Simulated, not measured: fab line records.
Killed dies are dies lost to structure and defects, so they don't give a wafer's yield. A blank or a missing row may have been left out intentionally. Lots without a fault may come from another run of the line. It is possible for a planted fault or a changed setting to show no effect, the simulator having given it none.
What tool caused it? ; flow gf180mcu ; 39 wafers from 13 lots sampled at 3 of the route's 602 steps

WHAT EACH GAUGE READ, for each wafer
GF_MIM_RS_MEAS_10: the measuring method here is four-point-probe.
lot;measured;on;MIM_ALCU_RS (ohm/sq)
L700;day 24 19:27;film_metro-04;0.1581 0.1586 0.1587
L703;day 25 18:45;film_metro-04;0.1569 0.1575 0.1572
L704;day 26 00:33;film_metro-01;0.1620 0.1602 0.1599
L706;day 26 12:20;film_metro-01;0.1624 0.1607 0.1596
L707;day 26 21:15;film_metro-01;0.1592 0.1591 0.1581
L708;day 27 03:53;film_metro-03;0.1597 0.1604 0.1601
L709;day 27 08:35;film_metro-01;0.1598 0.1602 0.1594
L711;day 27 23:57;film_metro-01;0.1590 0.1614 0.1611
L716;day 29 18:07;film_metro-04;0.1632 0.1633 0.1615
L719;day 30 13:42;film_metro-03;0.1633 0.1621 0.1619
L721;day 30 20:05;film_metro-04;0.1597 0.1601 0.1612
L722;day 31 01:52;film_metro-04;0.1604 0.1615 0.1623
L723;day 31 12:10;film_metro-01;0.1596 0.1608 0.1620

WHICH TOOL RAN EACH LOT (tool, then ch and the chambers of the sampled wafers, then the start)
lot;GF_M4_STRIP_17;GF_MIM_SPUTTER_02
L700;plasma_asher-03 ch 0,1, day 23 18:13;pvd_sputter-02, day 24 19:09
L703;plasma_asher-02 ch 0,1, day 24 18:07;pvd_sputter-01, day 25 18:28
L704;plasma_asher-04 ch 0,1, day 25 00:32;pvd_sputter-02, day 26 00:16
L706;plasma_asher-04 ch 0,1, day 25 11:56;pvd_sputter-03, day 26 12:01
L707;plasma_asher-04 ch 0,1, day 25 21:31;pvd_sputter-01, day 26 20:58
L708;plasma_asher-04 ch 0,1, day 26 04:04;pvd_sputter-01, day 27 03:35
L709;plasma_asher-03 ch 0,1, day 26 09:53;pvd_sputter-03, day 27 08:16
L711;plasma_asher-04 ch 0,1, day 27 01:02;pvd_sputter-01, day 27 23:37
L716;plasma_asher-04 ch 0,1, day 28 21:27;pvd_sputter-02, day 29 17:50
L719;plasma_asher-02 ch 0,1, day 29 16:49;pvd_sputter-01, day 30 13:25
L721;plasma_asher-02 ch 0,1, day 29 23:18;pvd_sputter-03, day 30 19:49
L722;plasma_asher-02 ch 0,1, day 30 04:56;pvd_sputter-02, day 31 01:32
L723;plasma_asher-02 ch 0,1, day 30 15:24;pvd_sputter-01, day 31 11:50
- GF_M4_STRIP_17: strips in O2/N2.
- GF_MIM_SPUTTER_02: material AlCu, target thk 450 nm, time 23.9 s.

WHAT THE TOOLS THEMSELVES READ (means of the sampled wafers that have a number; where no wafer has one, the mark that the record gives instead)
GF_M4_STRIP_17.
lot;tool;drypump_motor_current_A (A);heater_power_w (W);oes_product_au (a.u.);strip_time_to_endpoint_s (s)
L700;plasma_asher-03;5.7;371;0.553;7.82
L703;plasma_asher-02;5.7;390;0.554;7.84
L704;plasma_asher-04;6.1;334;0.562;7.87
L706;plasma_asher-04;6.0;338;0.557;7.85
L707;plasma_asher-04;6.0;331;0.562;7.93
L708;plasma_asher-04;6.0;333;0.554;7.82
L709;plasma_asher-03;5.7;377;0.552;7.82
L711;plasma_asher-04;6.0;335;0.562;7.95
L716;plasma_asher-04;6.0;334;0.554;7.82
L719;plasma_asher-02;5.7;385;0.557;7.88
L721;plasma_asher-02;5.7;386;0.561;7.91
L722;plasma_asher-02;5.7;386;0.555;7.86
L723;plasma_asher-02;5.9;365;0.560;7.91

GF_MIM_SPUTTER_02.
lot;tool;throttle_valve_pct (%)
L700;pvd_sputter-02;30.4
L703;pvd_sputter-01;30.1
L704;pvd_sputter-02;30.1
L706;pvd_sputter-03;31.0
L707;pvd_sputter-01;29.4
L708;pvd_sputter-01;29.7
L709;pvd_sputter-03;30.7
L711;pvd_sputter-01;30.0
L716;pvd_sputter-02;30.2
L719;pvd_sputter-01;30.0
L721;pvd_sputter-03;30.8
L722;pvd_sputter-02;29.8
L723;pvd_sputter-01;29.6

THE ANSWER, worked out from the rows above alone
Rule: the usual values come from the lots themselves. Put in order of their means at a reading, lots are off if they are a third of the lots or fewer, leave a main group of 4 or more, and stand apart from it by a gap of 3 or more times the standard deviation of the main group's means; of several such gaps the widest counts. Not used: any main group whose means are identical at the precision the tables above print for the reading. A lot without any number at a reading at which 4 lots or more have one is off too. Where the step has rows for the other lots, those lots are counted as sound. The gauges are gone through in route order, then the tools' own readings, and for those a lot's mean is taken as printed above. At the first step where some lot is off, the reading lying furthest off is the one used; lots without a number count as furthest.
None of the lots is off at any reading shown; this tells nothing.

WHAT HAD BEEN PUT IN BY THE SIMULATOR
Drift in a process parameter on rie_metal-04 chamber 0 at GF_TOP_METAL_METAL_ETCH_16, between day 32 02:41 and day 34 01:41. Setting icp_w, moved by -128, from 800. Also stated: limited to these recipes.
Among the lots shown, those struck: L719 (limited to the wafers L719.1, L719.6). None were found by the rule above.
